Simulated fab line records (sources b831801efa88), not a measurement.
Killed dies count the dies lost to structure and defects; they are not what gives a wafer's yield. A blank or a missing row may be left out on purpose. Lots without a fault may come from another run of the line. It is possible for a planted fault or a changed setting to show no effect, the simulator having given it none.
What tool caused it?    flow sky130    13 lots, 39 wafers sampled, at 3 steps of a route of 708

== WHAT THE GAUGES SHOWED, per wafer ==
SKY_CAP2M_RS_MEAS_03: uses a four-point probe to measure. Usual: CAP2M_TIN_RS gives 6.92 ohm/sq (standard deviation 0.075).
lot   measured      on             CAP2M_TIN_RS (ohm/sq)  flag
L153  day 37 20:07  film_metro-02  7.06 7.09 7.11         
L154  day 37 21:07  film_metro-04  6.80 6.84 6.91         
L155  day 37 22:18  film_metro-02  7.02 6.90 6.96         
L156  day 38 00:00  film_metro-02  6.97 6.91 6.89         
L159  day 38 20:31  film_metro-02  6.93 6.94 6.90         
L161  day 39 20:52  film_metro-02  6.88 6.86 6.78         
L164  day 40 05:40  film_metro-04  6.92 6.85 6.95         
L165  day 40 14:01  film_metro-02  6.84 6.94 6.93         
L168  day 41 08:12  film_metro-03  6.90 6.84 6.84         
L173  day 48 04:43  film_metro-03  6.86 6.90 6.85         
L174  day 48 09:32  film_metro-02  6.94 7.01 6.90         
L175  day 48 09:57  film_metro-03  6.96 6.93 7.08         
L176  day 48 11:02  film_metro-02  6.99 6.97 7.00         

== WHICH TOOL RAN EACH LOT (tool, then ch and the chambers of the sampled wafers, then the start) ==
lot   SKY_VIA3_SPUTTER_20           SKY_METAL4_SPUTTER_04
L153  pvd_sputter-03, day 37 19:04  pvd_sputter-01, day 37 19:50
L154  pvd_sputter-03, day 37 20:04  pvd_sputter-02, day 37 20:52
L155  pvd_sputter-03, day 37 21:14  pvd_sputter-02, day 37 22:01
L156  pvd_sputter-03, day 37 22:59  pvd_sputter-01, day 37 23:46
L159  pvd_sputter-03, day 38 19:31  pvd_sputter-01, day 38 20:17
L161  pvd_sputter-02, day 39 19:51  pvd_sputter-03, day 39 20:37
L164  pvd_sputter-03, day 40 04:40  pvd_sputter-02, day 40 05:26
L165  pvd_sputter-04, day 40 12:59  pvd_sputter-01, day 40 13:46
L168  pvd_sputter-03, day 41 07:11  pvd_sputter-01, day 41 07:58
L173  pvd_sputter-03, day 48 03:41  pvd_sputter-03, day 48 04:28
L174  pvd_sputter-03, day 48 08:24  pvd_sputter-03, day 48 09:17
L175  pvd_sputter-03, day 48 08:55  pvd_sputter-01, day 48 09:41
L176  pvd_sputter-03, day 48 09:51  pvd_sputter-01, day 48 10:43
- SKY_VIA3_SPUTTER_20: material TiN, target thk 20 nm, time 80 s.
- SKY_METAL4_SPUTTER_04: material TiN, target thk 70 nm, time 58.3 s.

== WHAT THE TOOLS THEMSELVES READ (means of the sampled wafers that have a number; where no wafer has one, the mark that the record gives instead) ==
SKY_VIA3_SPUTTER_20. Usual: 29.2 % for throttle_valve_pct, sd 0.94.
lot   tool            throttle_valve_pct (%)  flag
L153  pvd_sputter-03  29.4                    
L154  pvd_sputter-03  28.6                    
L155  pvd_sputter-03  29.6                    
L156  pvd_sputter-03  29.3                    
L159  pvd_sputter-03  29.5                    
L161  pvd_sputter-02  30.0                    
L164  pvd_sputter-03  28.7                    
L165  pvd_sputter-04  28.4                    
L168  pvd_sputter-03  28.9                    
L173  pvd_sputter-03  29.1                    
L174  pvd_sputter-03  29.3                    
L175  pvd_sputter-03  28.5                    
L176  pvd_sputter-03  29.1                    

SKY_METAL4_SPUTTER_04. Usual: 29.7 % for throttle_valve_pct, sd 1.
lot   tool            throttle_valve_pct (%)  flag
L153  pvd_sputter-01  30.3                    
L154  pvd_sputter-02  29.9                    
L155  pvd_sputter-02  29.3                    
L156  pvd_sputter-01  29.6                    
L159  pvd_sputter-01  29.5                    
L161  pvd_sputter-03  29.3                    
L164  pvd_sputter-02  29.5                    
L165  pvd_sputter-01  29.5                    
L168  pvd_sputter-01  29.3                    
L173  pvd_sputter-03  29.3                    
L174  pvd_sputter-03  29.2                    
L175  pvd_sputter-01  30.2                    
L176  pvd_sputter-01  31.0                    

== THE ANSWER, worked out from the rows above alone ==
Rule: take the mean of a lot's wafers that have a number; if it is more than 3 standard deviations from the usual mean, the lot is off. A lot without any number at a reading at which 4 lots or more have one is off too. All remaining lots with rows at the step are treated as sound. The gauges are gone through in route order, then the tools' own readings, and for those a lot's mean is taken as printed above. The first step at which some lot is off is used, and at that step the reading that is off furthest; a lot without a number counts as furthest.
Across all readings shown, no lot is off: no conclusion can be drawn from this.

== WHAT THE SIMULATOR HAD INSERTED ==
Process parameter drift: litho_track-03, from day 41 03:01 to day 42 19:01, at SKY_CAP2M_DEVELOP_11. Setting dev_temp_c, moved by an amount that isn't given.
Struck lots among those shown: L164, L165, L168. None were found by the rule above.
